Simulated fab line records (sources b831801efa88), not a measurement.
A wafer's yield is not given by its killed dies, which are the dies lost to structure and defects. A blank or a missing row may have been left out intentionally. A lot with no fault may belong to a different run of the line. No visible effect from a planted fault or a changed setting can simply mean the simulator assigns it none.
Which tool was responsible? | flow sky130 | 13 lots, 39 wafers sampled, at 3 steps of a route of 708

## WHAT THE GAUGES READ, wafer by wafer
SKY_LOCAL_INTERCONNECT_RS_MEAS_01: the measuring method here is four-point-probe. Usual: for LOCAL_INTERCONNECT_TIN_RS the level is 14.16 ohm/sq and the standard deviation is 0.17.
lot  | measured     | on            | LOCAL_INTERCONNECT_TIN_RS (ohm/sq) | flag
L326 | day 30 11:34 | film_metro-02 | 14.30 14.17 14.31                  |
L328 | day 30 14:39 | film_metro-01 | 13.94 13.71 13.76                  |
L330 | day 30 18:04 | film_metro-02 | 14.30 14.14 14.13                  |
L331 | day 30 18:32 | film_metro-02 | 14.39 14.41 14.35                  |
L332 | day 31 16:18 | film_metro-02 | 14.40 14.60 14.48                  |
L335 | day 32 03:48 | film_metro-02 | 13.97 14.09 13.95                  |
L337 | day 32 14:58 | film_metro-02 | 14.00 13.92 13.96                  |
L338 | day 33 06:24 | film_metro-01 | 14.25 14.00 14.02                  |
L340 | day 33 13:35 | film_metro-03 | 14.01 14.15 14.19                  |
L342 | day 34 15:29 | film_metro-01 | 14.39 14.36 14.43                  |
L343 | day 34 18:48 | film_metro-01 | 14.24 14.31 14.18                  |
L345 | day 35 11:05 | film_metro-03 | 14.09 14.18 14.08                  |
L346 | day 35 20:26 | film_metro-02 | 14.14 14.22 14.16                  |

## WHAT TOOL EACH LOT RAN ON (gives the tool, then ch and the chambers of the sampled wafers, and finally the start)
lot  | SKY_LI_CONTACT_ETCH_14             | SKY_LI_CONTACT_SPUTTER_20
L326 | rie_diel-04 ch 0,3, day 30 10:18   | pvd_sputter-02, day 30 10:49
L328 | rie_diel-04 ch 1,2,3, day 30 13:21 | pvd_sputter-01, day 30 13:52
L330 | rie_diel-03 ch 1,2,3, day 30 16:48 | pvd_sputter-02, day 30 17:19
L331 | rie_diel-02 ch 2,3, day 30 17:18   | pvd_sputter-04, day 30 17:49
L332 | rie_diel-02 ch 0,2,3, day 31 14:57 | pvd_sputter-01, day 31 15:27
L335 | rie_diel-04 ch 1,2, day 32 02:16   | pvd_sputter-02, day 32 02:46
L337 | rie_diel-03 ch 1,2,3, day 32 13:42 | pvd_sputter-04, day 32 14:13
L338 | rie_diel-03 ch 0,2, day 33 05:09   | pvd_sputter-01, day 33 05:40
L340 | rie_diel-03 ch 0,2,3, day 33 12:22 | pvd_sputter-04, day 33 12:52
L342 | rie_diel-03 ch 0,1,3, day 34 14:15 | pvd_sputter-01, day 34 14:46
L343 | rie_diel-03 ch 0,1,3, day 34 17:34 | pvd_sputter-04, day 34 18:04
L345 | rie_diel-02 ch 0,1,2, day 35 09:51 | pvd_sputter-04, day 35 10:21
L346 | rie_diel-03 ch 0,1,2, day 35 19:13 | pvd_sputter-04, day 35 19:43
- SKY_LI_CONTACT_ETCH_14: etches BARC in N2/H2, stops on SiO2, time 45.9 s, target depth 60 nm.
- SKY_LI_CONTACT_SPUTTER_20: material TiN, target thk 20 nm, time 80 s.

## AS READ BY THE TOOLS THEMSELVES (means over the sampled wafers that have a number; for cases with no such wafer, the mark the record gives instead)
SKY_LI_CONTACT_ETCH_14. Usual: drypump_motor_current_A 5.7 A, standard deviation 0.38; oes_product_au 0.854 a.u., standard deviation 0.0049; throttle_valve_pct 13.224 %, standard deviation 0.0096.
lot  | tool        | drypump_motor_current_A (A) | oes_product_au (a.u.) | throttle_valve_pct (%) | flag
L326 | rie_diel-04 | 6.0                         | 0.854                 | 13.219                 |
L328 | rie_diel-04 | 5.8                         | 0.851                 | 13.223                 |
L330 | rie_diel-03 | 5.4                         | 0.856                 | 13.226                 |
L331 | rie_diel-02 | 5.7                         | 0.854                 | 13.225                 |
L332 | rie_diel-02 | 5.9                         | 0.852                 | 13.220                 |
L335 | rie_diel-04 | 5.8                         | 0.858                 | 13.219                 |
L337 | rie_diel-03 | 5.4                         | 0.856                 | 13.225                 |
L338 | rie_diel-03 | 5.3                         | 0.853                 | 13.224                 |
L340 | rie_diel-03 | 5.2                         | 0.854                 | 13.211                 |
L342 | rie_diel-03 | 5.2                         | 0.851                 | 13.220                 |
L343 | rie_diel-03 | 5.2                         | 0.854                 | 13.223                 |
L345 | rie_diel-02 | 5.9                         | 0.856                 | 13.235                 |
L346 | rie_diel-03 | 5.4                         | 0.856                 | 13.223                 |

SKY_LI_CONTACT_SPUTTER_20. Usual: chamber_pressure_pa 5.000 Pa, standard deviation 0.011; throttle_valve_pct 30.1 %, standard deviation 0.93.
lot  | tool           | chamber_pressure_pa (Pa) | throttle_valve_pct (%) | flag
L326 | pvd_sputter-02 | 5.012                    | 30.5                   |
L328 | pvd_sputter-01 | 5.000                    | 30.6                   |
L330 | pvd_sputter-02 | 5.006                    | 29.9                   |
L331 | pvd_sputter-04 | 4.989                    | 29.3                   |
L332 | pvd_sputter-01 | 5.003                    | 30.4                   |
L335 | pvd_sputter-02 | 4.987                    | 29.9                   |
L337 | pvd_sputter-04 | 4.990                    | 30.3                   |
L338 | pvd_sputter-01 | 5.006                    | 30.5                   |
L340 | pvd_sputter-04 | 4.991                    | 31.0                   |
L342 | pvd_sputter-01 | 5.010                    | 30.6                   |
L343 | pvd_sputter-04 | 5.001                    | 29.0                   |
L345 | pvd_sputter-04 | 5.005                    | 29.2                   |
L346 | pvd_sputter-04 | 5.009                    | 29.6                   |

## THE ANSWER, worked out from the rows above alone
Rule: a lot counts as off when the mean over its wafers that have a number is more than 3 standard deviations away from the usual mean. A lot without any number at a reading at which 4 lots or more have one is off too. All remaining lots with rows at the step are treated as sound. Order of review: gauges by route order, followed by the tools' own readings, for which a lot's mean as printed above is used. At the first step where some lot is off, the reading lying furthest off is the one used; lots without a number count as furthest.
None of the lots is off at any reading shown; this tells nothing.

## WHAT WAS PUT IN BY THE SIMULATOR
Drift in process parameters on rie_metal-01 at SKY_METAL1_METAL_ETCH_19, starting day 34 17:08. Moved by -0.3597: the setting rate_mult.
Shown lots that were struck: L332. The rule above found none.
